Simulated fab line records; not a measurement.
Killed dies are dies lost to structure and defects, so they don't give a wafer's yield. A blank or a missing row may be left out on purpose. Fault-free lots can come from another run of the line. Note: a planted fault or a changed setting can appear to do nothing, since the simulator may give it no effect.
The tool behind it: which one? :: flow gf180mcu :: 24 lots (72 wafers sampled), 1 step of a 602-step route

## WHAT THE GAUGES SHOWED, per wafer
GF_M1_THK_MEAS_06: measures by xrf.
lot: L074
measured: day 16 14:14
on: film_metro-04
M1_ALCU_THK (nm): 433 436 436

lot: L075
measured: day 16 20:24
on: film_metro-02
M1_ALCU_THK (nm): 451 449 448

lot: L076
measured: day 17 01:38
on: film_metro-04
M1_ALCU_THK (nm): 440 443 440

lot: L077
measured: day 17 21:50
on: film_metro-04
M1_ALCU_THK (nm): 446 436 436

lot: L078
measured: day 18 07:39
on: film_metro-02
M1_ALCU_THK (nm): 441 444 438

lot: L079
measured: day 18 18:53
on: film_metro-01
M1_ALCU_THK (nm): 445 441 446

lot: L080
measured: day 19 03:40
on: film_metro-01
M1_ALCU_THK (nm): 461 453 451

lot: L082
measured: day 19 15:56
on: film_metro-04
M1_ALCU_THK (nm): 444 442 446

lot: L081
measured: day 19 16:25
on: film_metro-02
M1_ALCU_THK (nm): 447 446 446

lot: L083
measured: day 19 22:54
on: film_metro-04
M1_ALCU_THK (nm): 441 444 442

lot: L084
measured: day 20 16:26
on: film_metro-04
M1_ALCU_THK (nm): 440 433 439

lot: L085
measured: day 20 19:52
on: film_metro-02
M1_ALCU_THK (nm): 442 443 442

lot: L086
measured: day 21 05:50
on: film_metro-04
M1_ALCU_THK (nm): 447 452 445

lot: L087
measured: day 21 13:26
on: film_metro-02
M1_ALCU_THK (nm): 444 446 445

lot: L088
measured: day 21 23:29
on: film_metro-04
M1_ALCU_THK (nm): 442 440 441

lot: L089
measured: day 22 05:59
on: film_metro-01
M1_ALCU_THK (nm): 443 449 449

lot: L090
measured: day 22 12:01
on: film_metro-02
M1_ALCU_THK (nm): 443 441 443

lot: L091
measured: day 22 23:09
on: film_metro-02
M1_ALCU_THK (nm): 450 443 441

lot: L092
measured: day 23 07:29
on: film_metro-01
M1_ALCU_THK (nm): 442 443 442

lot: L093
measured: day 23 14:38
on: film_metro-04
M1_ALCU_THK (nm): 452 446 447

lot: L094
measured: day 23 22:38
on: film_metro-01
M1_ALCU_THK (nm): 440 441 441

lot: L095
measured: day 24 05:20
on: film_metro-04
M1_ALCU_THK (nm): 440 440 440

lot: L096
measured: day 25 03:40
on: film_metro-01
M1_ALCU_THK (nm): 446 446 444

lot: L097
measured: day 25 05:10
on: film_metro-04
M1_ALCU_THK (nm): 443 441 452

## TOOL THAT RAN EACH LOT (tool first, then ch and the chambers of the sampled wafers, then the start)
Record: no process step prior to these readings.

## AS READ BY THE TOOLS THEMSELVES (means over the sampled wafers that have a number; for cases with no such wafer, the mark the record gives instead)
The record holds no such reading with a usual standard deviation.

## THE ANSWER, worked out from the rows above alone
Rule: the lots themselves supply what counts as usual. The widest of any qualifying gaps counts: lots, ordered by their means at a reading, are off when they make up no more than a third of the lots, leave a main group of 4 or more, and stand apart from it by 3 or more times the standard deviation of that group's means. The tables above print the reading to a certain number of digits; a main group whose means all agree to those digits is not used. A lot without any number at a reading at which 4 lots or more have one is off too. All remaining lots with rows at the step are treated as sound. After the gauges, taken in route order, come the tools' own readings; for these a lot's mean is taken, as printed above. At the first step where some lot is off, the reading lying furthest off is the one used; lots without a number count as furthest.
Nothing can be told from this: no lot is off at any reading shown.

## WHAT HAD BEEN PUT IN BY THE SIMULATOR
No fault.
